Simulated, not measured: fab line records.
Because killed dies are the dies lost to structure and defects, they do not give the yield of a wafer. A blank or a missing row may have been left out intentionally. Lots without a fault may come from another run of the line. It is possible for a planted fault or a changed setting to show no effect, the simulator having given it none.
fab line records	flow sky130
record: lots: 24	wafers: 72	last-day: 50
route steps=708 shown LDD_P@265 POLY_CUT@317 SD_P@328 LI_CONTACT@365
lots that met no fault: taken from a fault-free run of the same line
start-h: the number of hours between the record's first day and the start of the first shown wafer of the lot	wait-h: time in hours since the lot's previous step	" same as the row above	L1.1+2: a row that stands for several wafers	- no value, or no start was given	* or withheld: withheld	< > ~ a bound
route shown NAME@n: NAME is a module with steps in the file, n the number in the route of the first one	usual: mean and standard deviation over wafers with no fault	same: alike in all rows	chamber/n: place in a boat	sites: each site's reading	_std_site: standard deviation of those values	_edge_site: inner sites' mean taken away from outer sites' mean	radius-mm: for every site, how far away it sits from the centre of the wafer	mask NAME#n: copy n	behind: the last tool/chamber to shape the wafer	hold: the reason the lot was held/the length of the hold in hours/how it ended	device: names the non-switching transistor (n, p or np)	end of line: tests of these same wafers at the route's end	a step given without rows: its recipe and nothing more	killed: the dies lost at the first sort to structure and to defects; this is not the yield of the wafer	map: a wafer's dies, marking killed ones x, the rest . and places with no die _
set.NAME: the run value of the setting; set.NAME@STEP: its run value at that earlier step	model.NAME: the simulator's own value behind a step, which no gauge read
route steps across a sampled set of lots; one table per step, one row per wafer
services: a tool's chamber out of use, with start hour (start-h, from the record's first day; less than 0 if before it), hours out, and reason
== steps ==
step: SKY_LDD_P_STRIP_10
recipe: chemistry: O2/N2	power-w: 1400	pressure-mtorr: 1500	platen-temp-c: withheld	o2-flow-sccm: 3000	n2-flow-sccm: 300	overash-fraction: 0.5
usual: drypump-motor-current-A: 5.9/0.46	oes-product-au: 0.715/0.0047	strip-time-to-endpoint-s: 13.99/0.039
same: overash-fraction: 0.5
lot.wafer	tool	chamber	start-h	wait-h	drypump-motor-current-A	oes-product-au	rf-hours-counter-h	strip-time-to-endpoint-s
L074.2	plasma-asher-03	1	435.87	0.1	5.5	0.705	70	13.99
L074.3	"	1	"	"	5.6	0.713	-	13.97
L074.4	"	0	"	"	5.8	0.707	-	14.00
L075.1	plasma-asher-02	1	450.87	0.1	5.5	0.710	2	13.95
L075.4	"	0	"	"	6.7	0.717	-	13.90
L075.5	"	1	"	"	5.5	0.717	-	13.91
L076.2	plasma-asher-03	0	451.59	0.1	5.8	0.719	72	14.07
L076.3	"	0	"	"	5.8	0.714	-	14.08
L076.6	"	0	"	"	5.8	0.712	-	14.08
L077.1	plasma-asher-04	1	466.02	0.1	5.7	0.712	64	13.97
L077.4	"	0	"	"	6.5	0.723	-	14.01
L077.5	"	0	"	"	6.5	0.711	-	13.94
L078.1	plasma-asher-02	1	466.32	0.1	5.5	0.719	4	14.01
L078.4	"	1	"	"	5.5	0.711	-	14.00
L078.6	"	1	"	"	5.5	0.719	-	13.98
L079.2	plasma-asher-03	0	475.49	0.1	5.8	0.719	74	13.99
L079.4	"	1	"	"	5.5	0.718	-	13.97
L079.6	"	0	"	"	5.8	0.722	-	13.96
L080.3	plasma-asher-02	1	485.95	0.1	5.5	0.717	-	13.95
L080.5	"	0	"	"	6.7	0.722	-	13.95
L080.6	"	1	"	"	5.5	0.721	-	13.97
L081.1	plasma-asher-03	1	493.32	0.1	5.6	0.723	76	14.03
L081.3	"	1	"	"	5.6	0.723	-	13.97
L081.5	"	1	"	"	5.6	0.720	-	14.01
L082.1	plasma-asher-02	0	500.02	0.1	6.8	0.711	6	13.98
L082.3	"	1	"	"	5.5	0.713	-	14.00
L082.6	"	0	"	"	6.8	0.721	-	13.99
L083.1	plasma-asher-04	1	515.09	0.1	5.7	0.722	69	13.96
L083.2	"	0	"	"	6.5	0.713	69	13.93
L083.6	"	1	"	"	5.8	0.708	-	13.96
L084.1	plasma-asher-02	0	527.92	0.1	6.8	0.725	9	13.99
L084.3	"	1	"	"	5.5	0.709	-	13.99
L084.6	"	0	"	"	6.8	0.719	-	14.03
L085.1	plasma-asher-02	1	529.97	0.1	5.5	0.716	9	14.05
L085.4	"	1	"	"	5.5	0.711	-	14.05
L085.6	"	0	"	"	6.8	0.715	-	14.05
L086.1	plasma-asher-03	1	548.02	0.1	5.6	0.721	81	13.98
L086.3	"	0	"	"	5.8	0.710	-	13.90
L086.6	"	0	"	"	5.8	0.713	-	13.94
L087.1	plasma-asher-02	1	557.57	0.1	5.5	0.718	12	14.02
L087.2	"	0	"	"	6.8	0.719	12	13.98
L087.5	"	1	"	"	5.5	0.715	-	14.00
L088.2	plasma-asher-03	0	561.49	0.1	5.8	0.717	83	13.99
L088.5	"	0	"	"	5.8	0.718	-	13.97
L088.6	"	1	"	"	5.6	0.709	-	13.91
L091.1	plasma-asher-04	1	577.27	0.1	5.8	0.711	75	14.03
L091.2	"	0	"	"	6.5	0.714	75	14.03
L091.5	"	0	"	"	6.5	0.710	-	14.02
L090.1	plasma-asher-04	1	578.04	0.1	5.8	0.706	75	14.02
L090.2	"	0	"	"	6.5	0.719	75	14.04
L090.5	"	0	"	"	6.5	0.711	-	14.02
L089.2	plasma-asher-03	0	579.24	0.1	5.8	0.717	84	14.00
L089.4	"	1	"	"	5.5	0.715	-	14.02
L089.6	"	1	"	"	5.5	0.719	-	13.97
L092.1	plasma-asher-03	0	611.54	0.1	5.8	0.717	88	13.95
L092.3	"	0	"	"	5.8	0.711	-	13.96
L092.6	"	1	"	"	5.5	0.716	-	13.94
L093.1	plasma-asher-04	1	614.27	0.1	5.8	0.716	78	13.98
L093.3	"	1	"	"	5.8	0.717	-	14.00
L093.4	"	0	"	"	6.5	0.719	-	13.95
L094.3	plasma-asher-03	1	614.57	0.1	5.5	0.709	-	14.02
L094.4	"	0	"	"	5.8	0.716	-	14.00
L094.6	"	0	"	"	5.8	0.720	-	14.01
L095.4	plasma-asher-03	0	615.56	0.1	5.8	0.706	-	14.01
L095.5	"	0	"	"	5.7	0.720	-	14.02
L095.6	"	1	"	"	5.6	0.717	-	14.00
L096.1	plasma-asher-03	0	620.87	0.1	5.8	0.713	89	13.98
L096.2	"	1	"	"	5.5	0.719	89	13.91
L096.3	"	1	"	"	5.5	0.717	-	13.95
L097.3	plasma-asher-03	1	624.80	0.1	5.6	0.718	-	14.07
L097.5	"	0	"	"	5.8	0.718	-	14.09
L097.6	"	1	"	"	5.6	0.713	-	14.06
step: SKY_POLY_CUT_ETCH_10
recipe: chemistry: N2/H2	target: BARC	ion-energy-ev: 200	source-w: 500	bias-w: 100	pressure-mtorr: 30	n2-flow-sccm: 100	h2-flow-sccm: 200	stop-on: SiO2	time-s: 45.9	target-depth-a: 600
usual: drypump-motor-current-A: 5.5/0.55	oes-product-au: 0.854/0.0053	rf-fwd-power-W: 495.3/1.9	throttle-valve-pct: 13.226/0.0092
same: time-s: 45.9
lot.wafer	tool	chamber	start-h	wait-h	drypump-motor-current-A	oes-product-au	rf-fwd-power-W	rf-hours-counter-h	throttle-valve-pct
L074.2	rie-diel-01	3	561.82	0.0	5.9	0.856	496.5	22	13.227
L074.3	"	1	"	"	5.5	0.852	492.6	1	13.232
L074.4	"	3	"	"	5.8	0.863	495.4	-	13.232
L075.1	rie-diel-01	3	573.62	0.0	5.9	0.852	493.0	22	13.236
L075.4	"	3	"	"	5.9	0.860	494.0	-	13.219
L075.5	"	1	"	"	5.5	0.859	493.6	-	13.222
L076.2	rie-diel-04	0	576.82	0.0	5.8	0.854	494.4	1	13.224
L076.3	"	3	"	"	6.6	0.852	497.3	15	13.207
L076.6	"	3	"	"	6.6	0.861	496.8	-	13.236
L077.1	rie-diel-01	3	590.32	0.0	5.8	0.860	493.1	22	13.233
L077.4	"	1	"	"	5.5	0.847	496.8	2	13.218
L077.5	"	0	"	"	5.8	0.852	493.6	-	13.225
L078.1	rie-diel-02	3	591.67	0.0	4.7	0.866	495.4	9	13.228
L078.4	"	1	"	"	5.3	0.854	493.4	13	13.218
L078.6	"	1	"	"	5.3	0.856	493.0	-	13.224
L079.2	rie-diel-02	1	600.07	0.0	5.3	0.850	495.5	13	13.200
L079.4	"	0	"	"	4.7	0.857	497.4	7	13.237
L079.6	"	2	"	"	5.9	0.855	496.2	-	13.225
L080.3	rie-diel-01	2	609.67	0.0	5.1	0.851	493.9	3	13.223
L080.5	"	0	"	"	5.8	0.859	494.5	-	13.229
L080.6	"	3	"	"	5.9	0.847	494.0	-	13.229
L081.1	rie-diel-02	1	615.77	0.0	5.3	0.859	495.8	13	13.233
L081.3	"	0	"	"	4.7	0.861	497.1	7	13.219
L081.5	"	2	"	"	5.9	0.848	495.1	-	13.216
L082.1	rie-diel-01	0	622.22	0.0	5.8	0.857	494.3	1	13.227
L082.3	"	1	"	"	5.5	0.850	492.2	2	13.226
L082.6	"	2	"	"	5.1	0.853	494.0	-	13.223
L083.1	rie-diel-02	0	634.32	0.0	4.7	0.853	495.7	8	13.211
L083.2	"	1	"	"	5.3	0.862	496.6	14	13.222
L083.6	"	2	"	"	5.9	0.854	496.5	-	13.223
L084.1	rie-diel-02	3	645.54	0.0	4.7	0.851	496.8	10	13.220
L084.3	"	1	"	"	5.3	0.853	498.9	14	13.229
L084.6	"	0	"	"	4.7	0.855	497.2	-	13.211
L085.1	rie-diel-02	1	650.12	0.0	5.3	0.853	494.3	14	13.224
L085.4	"	3	"	"	4.7	0.851	495.6	11	13.243
L085.6	"	1	"	"	5.3	0.844	497.4	-	13.219
L086.1	rie-diel-02	0	665.69	0.0	4.7	0.847	497.9	8	13.232
L086.3	"	2	"	"	5.9	0.850	494.1	12	13.227
L086.6	"	3	"	"	4.7	0.849	492.2	-	13.207
L087.1	rie-diel-04	3	674.42	0.0	6.6	0.851	497.3	17	13.226
L087.2	"	1	"	"	6.2	0.855	496.0	43	13.226
L087.5	"	1	"	"	6.2	0.851	495.5	-	13.227
L088.2	rie-diel-01	1	677.27	0.0	5.5	0.850	492.0	3	13.217
L088.5	"	2	"	"	5.1	0.848	498.0	-	13.229
L088.6	"	1	"	"	5.5	0.850	495.3	-	13.214
L091.1	rie-diel-04	2	693.89	0.0	6.1	0.852	496.0	4	13.225
L091.2	"	0	"	"	5.8	0.855	498.7	3	13.229
L091.5	"	3	"	"	6.6	0.863	498.4	-	13.227
L090.1	rie-diel-02	0	694.84	0.0	4.7	0.861	498.2	9	13.222
L090.2	"	3	"	"	4.7	0.860	495.8	12	13.218
L090.5	"	0	"	"	4.7	0.856	498.7	-	13.225
L089.2	rie-diel-01	1	695.02	0.0	5.5	0.855	490.3	4	13.224
L089.4	"	3	"	"	5.9	0.846	495.3	24	13.213
L089.6	"	2	"	"	5.2	0.849	495.9	-	13.229
L092.1	rie-diel-04	2	724.87	0.0	6.1	0.849	496.5	5	13.219
L092.3	"	1	"	"	6.2	0.847	496.8	44	13.210
L092.6	"	3	"	"	6.6	0.851	498.3	-	13.223
L093.1	rie-diel-01	3	726.17	0.0	5.8	0.856	489.5	25	13.232
L093.3	"	2	"	"	5.1	0.855	492.4	6	13.227
L093.4	"	0	"	"	5.8	0.843	492.2	2	13.232
L094.3	rie-diel-02	3	727.12	0.0	4.7	0.848	494.6	12	13.223
L094.4	"	2	"	"	5.9	0.844	493.9	13	13.220
L094.6	"	1	"	"	5.3	0.853	495.7	-	13.235
L095.4	rie-diel-04	0	728.67	0.0	5.8	0.861	496.9	4	13.222
L095.5	"	0	"	"	5.8	0.864	496.8	-	13.222
L095.6	"	1	"	"	6.2	0.861	495.6	-	13.235
L096.1	rie-diel-01	1	731.62	0.0	5.5	0.859	494.9	4	13.231
L096.2	"	0	"	"	5.8	0.850	496.6	3	13.232
L096.3	"	3	"	"	5.9	0.850	495.1	25	13.242
L097.3	rie-diel-02	2	737.84	0.0	5.9	0.866	494.9	13	13.238
L097.5	"	0	"	"	4.7	0.866	497.9	-	13.252
L097.6	"	1	"	"	5.3	0.853	496.9	-	13.236
step: SKY_SD_P_OVL_MEAS_08
usual: SD_P_OVL: -0.5/1.5
lot.wafer	tool	chamber	start-h	wait-h	SD_P_OVL[nm]
L074.2	overlay-01	-	592.54	0.1	2.0
L074.3	"	-	"	"	0.8
L074.4	"	-	"	"	1.5
L075.1	overlay-02	-	603.75	0.1	-1.0
L075.4	"	-	"	"	-1.8
L075.5	"	-	"	"	0.4
L076.2	overlay-02	-	606.89	0.1	-2.3
L076.3	"	-	"	"	-2.4
L076.6	"	-	"	"	-0.9
L077.1	overlay-02	-	618.73	0.1	0.4
L077.4	"	-	"	"	0.1
L077.5	"	-	"	"	0.4
L078.1	overlay-01	-	620.10	0.1	-1.0
L078.4	"	-	"	"	-2.3
L078.6	"	-	"	"	-1.5
L079.2	overlay-01	-	628.21	0.1	2.7
L079.4	"	-	"	"	2.8
L079.6	"	-	"	"	-0.4
L080.3	overlay-01	-	636.86	0.1	0.1
L080.5	"	-	"	"	1.6
L080.6	"	-	"	"	-0.6
L081.1	overlay-01	-	643.55	0.1	-0.2
L081.3	"	-	"	"	2.4
L081.5	"	-	"	"	1.7
L082.1	overlay-01	-	648.65	0.1	-1.0
L082.3	"	-	"	"	-3.0
L082.6	"	-	"	"	0.5
L083.1	overlay-02	-	662.30	0.1	-1.1
L083.2	"	-	"	"	-2.0
L083.6	"	-	"	"	-0.2
L084.1	overlay-01	-	673.23	0.1	-1.9
L084.3	"	-	"	"	-0.5
L084.6	"	-	"	"	-0.8
L085.1	overlay-01	-	678.00	0.1	-0.5
L085.4	"	-	"	"	0.1
L085.6	"	-	"	"	0.4
L086.1	overlay-02	-	694.15	0.1	-2.0
L086.3	"	-	"	"	-2.2
L086.6	"	-	"	"	-1.5
L087.1	overlay-01	-	700.95	0.1	-0.3
L087.2	"	-	"	"	0.1
L087.5	"	-	"	"	2.3
L088.2	overlay-02	-	705.15	0.1	-0.9
L088.5	"	-	"	"	0.6
L088.6	"	-	"	"	0.2
L091.1	overlay-02	-	721.75	0.1	-3.1
L091.2	"	-	"	"	-1.6
L091.5	"	-	"	"	-1.5
L090.1	overlay-01	-	722.65	0.1	-1.4
L090.2	"	-	"	"	-2.3
L090.5	"	-	"	"	-2.6
L089.2	overlay-01	-	723.44	0.1	0.5
L089.4	"	-	"	"	-0.1
L089.6	"	-	"	"	1.5
L092.1	overlay-01	-	753.30	0.1	1.2
L092.3	"	-	"	"	-0.2
L092.6	"	-	"	"	-0.6
L093.1	overlay-02	-	753.95	0.1	-1.8
L093.3	"	-	"	"	-3.0
L093.4	"	-	"	"	-0.8
L094.3	overlay-01	-	754.86	0.1	-1.6
L094.4	"	-	"	"	0.1
L094.6	"	-	"	"	-0.3
L095.4	overlay-01	-	756.05	0.1	0.4
L095.5	"	-	"	"	0.9
L095.6	"	-	"	"	0.9
L096.1	overlay-02	-	758.38	0.1	1.5
L096.2	"	-	"	"	0.9
L096.3	"	-	"	"	0.6
L097.3	overlay-01	-	765.54	0.1	-2.2
L097.5	"	-	"	"	-1.9
L097.6	"	-	"	"	-1.9
step: SKY_LI_CONTACT_BOW_MEAS_03
recipe: mode: bow
usual: LI_CONTACT_BOW: 56/6.5
lot.wafer	tool	chamber	start-h	wait-h	LI_CONTACT_BOW[um]
L074.2	film-metro-01	-	649.82	0.3	59
L074.3	"	-	"	"	72
L074.4	"	-	"	"	65
L075.1	film-metro-03	-	660.15	0.2	54
L075.4	"	-	"	"	63
L075.5	"	-	"	"	57
L076.2	film-metro-03	-	664.29	0.3	57
L076.3	"	-	"	"	65
L076.6	"	-	"	"	59
L077.1	film-metro-02	-	675.25	0.1	64
L077.4	"	-	"	"	59
L077.5	"	-	"	"	50
L078.1	film-metro-03	-	676.81	0.2	54
L078.4	"	-	"	"	55
L078.6	"	-	"	"	59
L079.2	film-metro-01	-	685.78	0.3	65
L079.4	"	-	"	"	55
L079.6	"	-	"	"	58
L080.3	film-metro-02	-	694.49	0.1	63
L080.5	"	-	"	"	58
L080.6	"	-	"	"	51
L081.1	film-metro-01	-	700.76	0.1	57
L081.3	"	-	"	"	51
L081.5	"	-	"	"	53
L082.1	film-metro-01	-	705.66	0.2	61
L082.3	"	-	"	"	60
L082.6	"	-	"	"	54
L083.1	film-metro-03	-	718.95	0.1	64
L083.2	"	-	"	"	64
L083.6	"	-	"	"	51
L084.1	film-metro-02	-	729.25	0.2	48
L084.3	"	-	"	"	55
L084.6	"	-	"	"	53
L085.1	film-metro-01	-	735.30	0.1	66
L085.4	"	-	"	"	43
L085.6	"	-	"	"	51
L086.1	film-metro-02	-	750.00	0.2	48
L086.3	"	-	"	"	55
L086.6	"	-	"	"	50
L087.1	film-metro-03	-	757.96	0.2	40
L087.2	"	-	"	"	63
L087.5	"	-	"	"	71
L088.2	film-metro-02	-	762.03	0.2	57
L088.5	"	-	"	"	47
L088.6	"	-	"	"	63
L091.1	film-metro-03	-	777.16	0.2	64
L091.2	"	-	"	"	50
L091.5	"	-	"	"	48
L090.1	film-metro-02	-	778.31	0.1	51
L090.2	"	-	"	"	54
L090.5	"	-	"	"	62
L089.2	film-metro-03	-	779.38	0.3	51
L089.4	"	-	"	"	58
L089.6	"	-	"	"	48
L092.1	film-metro-03	-	808.61	0.2	53
L092.3	"	-	"	"	65
L092.6	"	-	"	"	63
L093.1	film-metro-03	-	809.21	0.2	63
L093.3	"	-	"	"	48
L093.4	"	-	"	"	61
L094.3	film-metro-01	-	809.36	0.2	51
L094.4	"	-	"	"	48
L094.6	"	-	"	"	50
L095.4	film-metro-03	-	810.41	0.3	58
L095.5	"	-	"	"	57
L095.6	"	-	"	"	63
L096.1	film-metro-02	-	811.27	0.1	64
L096.2	"	-	"	"	44
L096.3	"	-	"	"	59
L097.3	film-metro-01	-	819.95	0.2	56
L097.5	"	-	"	"	49
L097.6	"	-	"	"	60
step: SKY_LI_CONTACT_OVL_MEAS_13
usual: LI_CONTACT_OVL: -1/5.8
lot.wafer	tool	chamber	start-h	wait-h	LI_CONTACT_OVL[nm]
L074.2	overlay-01	-	677.61	0.1	-2
L074.3	"	-	"	"	-1
L074.4	"	-	"	"	-5
L075.1	overlay-02	-	687.93	0.1	-4
L075.4	"	-	"	"	-7
L075.5	"	-	"	"	-5
L076.2	overlay-02	-	691.89	0.1	-9
L076.3	"	-	"	"	-14
L076.6	"	-	"	"	-7
L077.1	overlay-01	-	702.39	0.1	11
L077.4	"	-	"	"	4
L077.5	"	-	"	"	11
L078.1	overlay-01	-	704.55	0.1	12
L078.4	"	-	"	"	2
L078.6	"	-	"	"	0
L079.2	overlay-02	-	712.14	0.1	1
L079.4	"	-	"	"	5
L079.6	"	-	"	"	1
L080.3	overlay-02	-	722.66	0.1	-10
L080.5	"	-	"	"	-8
L080.6	"	-	"	"	2
L081.1	overlay-02	-	728.23	0.1	1
L081.3	"	-	"	"	1
L081.5	"	-	"	"	-2
L082.1	overlay-01	-	733.99	0.1	-8
L082.3	"	-	"	"	-5
L082.6	"	-	"	"	-4
L083.1	overlay-02	-	745.90	0.1	-1
L083.2	"	-	"	"	-5
L083.6	"	-	"	"	-10
L084.1	overlay-01	-	756.99	0.1	0
L084.3	"	-	"	"	2
L084.6	"	-	"	"	-1
L085.1	overlay-02	-	762.30	0.1	-3
L085.4	"	-	"	"	-3
L085.6	"	-	"	"	1
L086.1	overlay-02	-	775.58	0.1	0
L086.3	"	-	"	"	-2
L086.6	"	-	"	"	-3
L087.1	overlay-02	-	783.03	0.1	-8
L087.2	"	-	"	"	-6
L087.5	"	-	"	"	-4
L088.2	overlay-02	-	787.94	0.1	-2
L088.5	"	-	"	"	13
L088.6	"	-	"	"	9
L091.1	overlay-01	-	803.95	0.1	13
L091.2	"	-	"	"	3
L091.5	"	-	"	"	14
L090.1	overlay-01	-	804.25	0.1	7
L090.2	"	-	"	"	1
L090.5	"	-	"	"	-1
L089.2	overlay-01	-	805.81	0.1	-4
L089.4	"	-	"	"	-3
L089.6	"	-	"	"	-10
L092.1	overlay-01	-	835.80	0.1	-7
L092.3	"	-	"	"	5
L092.6	"	-	"	"	-3
L093.1	overlay-02	-	836.22	0.1	-2
L093.3	"	-	"	"	-8
L093.4	"	-	"	"	-2
L094.3	overlay-01	-	836.85	0.1	-5
L094.4	"	-	"	"	6
L094.6	"	-	"	"	1
L095.4	overlay-02	-	837.50	0.1	0
L095.5	"	-	"	"	-1
L095.6	"	-	"	"	3
L096.1	overlay-01	-	838.15	0.1	-4
L096.2	"	-	"	"	0
L096.3	"	-	"	"	0
L097.3	overlay-01	-	846.90	0.1	0
L097.5	"	-	"	"	-4
L097.6	"	-	"	"	0
step: SKY_LI_CONTACT_ETCH_15
recipe: target: PSG	chemistry: C4F8/O2/Ar	stop-on: Si	taper-deg: 4.15	mask-material: KrF-thick	source-w: 1500	bias-w: 1200	pressure-mtorr: 40	c4f8-flow-sccm: withheld	O2_flow_sccm: 6	Ar_flow_sccm: 300	time-s: withheld	target-depth-a: 6000
usual: oes-product-au: 0.837/0.0045	rf-fwd-power-W: 1492/5.1
lot.wafer	tool	chamber	start-h	wait-h	oes-product-au	rf-fwd-power-W
L074.2	rie-diel-03	3	677.68	0.0	0.837	1494
L074.3	"	0	"	"	0.832	1501
L074.4	"	1	"	"	0.835	1488
L075.1	rie-diel-03	0	688.01	0.0	0.832	1497
L075.4	"	3	"	"	0.833	1487
L075.5	"	0	"	"	0.829	1499
L076.2	rie-diel-03	1	691.97	0.0	0.838	1495
L076.3	"	2	"	"	0.829	1495
L076.6	"	0	"	"	0.834	1502
L077.1	rie-diel-02	3	702.47	0.0	0.843	1488
L077.4	"	2	"	"	0.839	1490
L077.5	"	3	"	"	0.827	1486
L078.1	rie-diel-03	0	704.63	0.0	0.843	1491
L078.4	"	2	"	"	0.841	1490
L078.6	"	3	"	"	0.838	1495
L079.2	rie-diel-01	1	712.22	0.0	0.840	1488
L079.4	"	2	"	"	0.839	1497
L079.6	"	2	"	"	0.834	1491
L080.3	rie-diel-01	3	722.73	0.0	0.837	1491
L080.5	"	2	"	"	0.839	1493
L080.6	"	1	"	"	0.830	1487
L081.1	rie-diel-01	2	728.31	0.0	0.837	1496
L081.3	"	1	"	"	0.829	1494
L081.5	"	3	"	"	0.836	1492
L082.1	rie-diel-02	3	734.07	0.0	0.839	1496
L082.3	"	0	"	"	0.832	1495
L082.6	"	0	"	"	0.838	1490
L083.1	rie-diel-02	0	745.98	0.0	0.826	1499
L083.2	"	2	"	"	0.842	1481
L083.6	"	0	"	"	0.841	1501
L084.1	rie-diel-02	3	757.07	0.0	0.839	1491
L084.3	"	1	"	"	0.836	1492
L084.6	"	3	"	"	0.839	1493
L085.1	rie-diel-01	1	762.38	0.0	0.840	1494
L085.4	"	2	"	"	0.839	1495
L085.6	"	2	"	"	0.845	1483
L086.1	rie-diel-02	1	775.66	0.0	0.827	1492
L086.3	"	2	"	"	0.844	1492
L086.6	"	3	"	"	0.837	1492
L087.1	rie-diel-01	3	783.11	0.0	0.838	1492
L087.2	"	0	"	"	0.846	1494
L087.5	"	2	"	"	0.834	1492
L088.2	rie-diel-03	2	788.02	0.0	0.839	1492
L088.5	"	0	"	"	0.837	1497
L088.6	"	3	"	"	0.832	1486
L091.1	rie-diel-03	0	804.03	0.0	0.833	1499
L091.2	"	1	"	"	0.838	1485
L091.5	"	0	"	"	0.839	1492
L090.1	rie-diel-01	2	804.33	0.0	0.844	1496
L090.2	"	3	"	"	0.835	1485
L090.5	"	0	"	"	0.831	1490
L089.2	rie-diel-02	3	805.88	0.0	0.837	1502
L089.4	"	0	"	"	0.838	1490
L089.6	"	2	"	"	0.844	1498
L092.1	rie-diel-01	2	835.88	0.0	0.839	1499
L092.3	"	0	"	"	0.836	1484
L092.6	"	0	"	"	0.835	1498
L093.1	rie-diel-03	3	836.30	0.0	0.841	1497
L093.3	"	1	"	"	0.830	1488
L093.4	"	0	"	"	0.828	1492
L094.3	rie-diel-02	0	836.92	0.0	0.841	1502
L094.4	"	3	"	"	0.832	1492
L094.6	"	0	"	"	0.828	1499
L095.4	rie-diel-01	3	837.56	0.0	0.833	1497
L095.5	"	3	"	"	0.844	1489
L095.6	"	0	"	"	0.834	1494
L096.1	rie-diel-02	3	838.23	0.0	0.834	1496
L096.2	"	2	"	"	0.842	1491
L096.3	"	1	"	"	0.835	1496
L097.3	rie-diel-01	2	846.97	0.0	0.840	1494
L097.5	"	1	"	"	0.841	1507
L097.6	"	2	"	"	0.831	1492
== services ==
tool	chamber	start-h	hours	kind
rie-diel-01	-	413.29	2.8	pm
rie-diel-03	0	420.99	1.6	repair
plasma-asher-02	-	421.32	9.0	pm
rie-diel-03	-	426.16	2.8	pm
rie-diel-01	3	462.20	4.2	repair
plasma-asher-02	-	472.70	11.5	repair
plasma-asher-02	-	481.57	3.6	repair
rie-diel-03	3	491.30	4.1	repair
rie-diel-01	-	512.35	0.7	repair
rie-diel-02	0	517.90	3.3	repair
rie-diel-02	1	518.78	7.3	repair
rie-diel-01	0	524.12	5.2	repair
rie-diel-03	0	525.63	3.9	repair
rie-diel-03	-	530.78	0.1	repair
rie-diel-01	0	555.00	6.1	repair
plasma-asher-02	-	595.27	0.7	repair
plasma-asher-02	-	717.01	0.7	repair
plasma-asher-03	-	719.99	4.0	pm
plasma-asher-03	-	733.80	9.0	pm
rie-diel-02	3	760.71	2.2	repair
rie-diel-01	2	765.82	10.5	repair
rie-diel-02	-	777.61	16.7	repair
rie-diel-03	1	785.46	9.3	repair
rie-diel-01	0	815.07	10.2	repair
== key ==
fault none
